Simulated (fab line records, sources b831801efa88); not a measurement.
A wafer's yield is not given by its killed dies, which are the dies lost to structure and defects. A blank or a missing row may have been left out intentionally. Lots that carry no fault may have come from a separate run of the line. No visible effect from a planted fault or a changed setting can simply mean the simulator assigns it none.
Comparing a struck lot with a sound one ; flow sky130 ; 36 steps out of a route of 708
Sound: these wafers, L778.3, L778.4, L778.6. The struck wafers were L792.3, L792.4, L792.5. The cause is given at the end.
Per side, at each step with rows, come the tool, then ch with its chambers, and then its first start. Under that, the readings that differ: sound wafers ; struck wafers ; difference of the means ; sigmas: that difference in standard deviations of wafers without a fault.
alike: readings whose means differ by less than 2 such deviations, and words and numbers that are the same on both sides. not compared: withheld readings, readings that some wafer has no value for, bounds like >300 that may hide the same value, and numbers for which the record gives no deviation and whose values overlap.
Wherever a step has rows on one side only, a row that says differs or no value, or a row with sigmas, the two part there. When numbers do not overlap yet have no deviation, they are printed without sigmas and do not part them. A reading that every wafer of one side lacks parts them only if that side has two wafers or more.

first, 9 steps without rows for these wafers: SKY_PWDE_IMPLANT_08; SKY_PWDE_STRIP_09 (strips in O2/N2); SKY_NWELL_DEHYDRATE_03 (time 60 s); SKY_NWELL_HMDS_04 (prime time 60 s); SKY_NWELL_COAT_05 (resist thk 3000 nm); SKY_NWELL_SOFTBAKE_06; SKY_NWELL_EXPOSE_07 (exposes mask NWM, target cd 840 nm); SKY_NWELL_PEB_08; SKY_NWELL_DEVELOP_09 (develop time 60 s).
SKY_NWELL_IMPLANT_11:
  sound on implanter-03 ch 0, day 5 14:13; struck on implanter-03 ch 0, day 8 23:50
reading;sound;struck;difference;sigmas
dose ions cm2;1.9045e+13 1.8982e+13 1.9016e+13;1.1373e+13 1.1317e+13 1.1344e+13;-7.6697e+12;-99 or more
faraday current uA;110.2 103.3 105.4;63.9 64.2 65.8;-41.7;-20
  alike: beam on s
then, 3 steps without rows for these wafers: SKY_NWELL_IMPLANT_12; SKY_NWELL_IMPLANT_13; SKY_NWELL_STRIP_14 (strips in O2/N2).
SKY_NWELL_TW_MEAS_15:
  sound on film metro-01, day 5 14:44; struck on film metro-03, day 9 00:22
reading;sound;struck;difference;sigmas
NWELL_TW;1829 1834 1831;1551 1553 1550;-280;-23
then, 11 steps without rows for these wafers: SKY_NWELL_DEHYDRATE_16 (time 60 s); SKY_NWELL_HMDS_17 (prime time 60 s); SKY_NWELL_COAT_18 (resist thk 3000 nm); SKY_NWELL_SOFTBAKE_19; SKY_NWELL_EXPOSE_20 (exposes mask NWM COMPLEMENT, target cd 840 nm); SKY_NWELL_PEB_21; SKY_NWELL_DEVELOP_22 (develop time 60 s); SKY_NWELL_IMPLANT_24; SKY_NWELL_STRIP_25 (strips in O2/N2); SKY_NWELL_CLEAN_27 (cleans in SC1/SC2, time 150 s); SKY_NWELL_RTA_28 (time 30 s).
SKY_NWELL_RS_MEAS_29: uses a four-point probe to measure.
  sound on film metro-01, day 6 09:08; struck on film metro-03, day 9 22:03
reading;sound;struck;difference;sigmas
NWELL_RS (ohm/sq);623.8 623.0 623.2;820.6 819.7 820.2;+196.8;+99 or more
then, 7 steps without rows for these wafers: SKY_VT_ADJUST_HVTP_DEHYDRATE_00 (time 60 s); SKY_VT_ADJUST_HVTP_HMDS_01 (prime time 60 s); SKY_VT_ADJUST_HVTP_COAT_02 (resist thk 1140 nm); SKY_VT_ADJUST_HVTP_SOFTBAKE_03 (time 60 s); SKY_VT_ADJUST_HVTP_EXPOSE_04 (exposes mask HVTPM, target cd 380 nm); SKY_VT_ADJUST_HVTP_PEB_05; SKY_VT_ADJUST_HVTP_DEVELOP_06 (develop time 60 s).
-- the record jumps here: 32 days lie between the struck wafers' starts before and after (it left off in module VT_ADJUST_HVTP and takes up again in module VIA2, whose first step shown is number 521 of the route) --
SKY_VIA2_ETCH_14: etches BARC in N2/H2, stops on SiO2, time 45.9 s, target depth 60 nm.
  sound on rie diel-02 ch 0,1, day 37 19:08; struck on rie diel-04 ch 0,1,3, day 41 21:04
reading;sound;struck;difference;sigmas
model.VIA2.cd nm (nm);201.7 201 202.8;199.2 197.6 198.4;-3.4;
  alike: drypump motor current A, oes product au, throttle valve pct
  not compared: rf hours counter h
SKY_VIA2_ETCH_15: etches SiO2 in C4F8/O2/Ar, stops on TiN, target depth 546 nm, time 84 s.
  sound on rie diel-02 ch 0,1, day 37 19:11; struck on rie diel-04 ch 0,1,3, day 41 21:07
  alike: oes product au
  not compared: rf hours counter h, model.VIA2.cd nm
-- the record jumps here: 8 days lie between the struck wafers' starts before and after (it left off in module VIA2 and takes up again in module PAD_OPEN, whose first step shown is number 708 of the route) --
SKY_PAD_OPEN_PROBE_99:
  sound on prober-01, day 47 01:03; struck on prober-01, day 50 00:17
reading;sound;struck;difference;sigmas
model.etest.nfet_16v.r on ohm um;1.403e+04 1.419e+04 1.407e+04;1.618e+04 1.613e+04 1.638e+04;+2.133e+03;
model.etest.pfet_16v.r on ohm um;1.496e+04 1.543e+04 1.544e+04;1.476e+04 1.459e+04 1.476e+04;-5.733e+02;
model.etest.res nwell.line ohm um;1159 1228 1209;1648 1625 1639;+439;
model.etest.res nwell.rs ohm sq;954.5 998 1008;1342 1316 1308;+335;
model.etest.tip_p_5v.rs ohm sq;2898 2900 2893;2775 2754 2756;-135;
model.etest.res nwell.width nm (nm);817.8 823.3 821.2;806.5 801.8 805.2;-16.3;
model.etest.pfet_16v.drive ua um;240.4 232.5 237.7;261.8 263.6 263.2;+26.0;
  alike: killed_at_M0_to_M3, killed_at_M4_up, killed at contacts, killed at front end, killed at other, killed dies, killed open, killed short
  not compared: model.etest.res iso pwell.width nm

WHERE THEY PART
First at SKY_NWELL_IMPLANT_11; last, within this record, at SKY_NWELL_RS_MEAS_29. Later steps at which nothing parts them and some readings are alike: SKY_VIA2_ETCH_14, SKY_VIA2_ETCH_15, SKY_PAD_OPEN_PROBE_99.

WHY: the cause the simulator had injected
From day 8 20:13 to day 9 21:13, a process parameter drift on implanter-03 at SKY_NWELL_IMPLANT_11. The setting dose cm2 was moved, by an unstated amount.
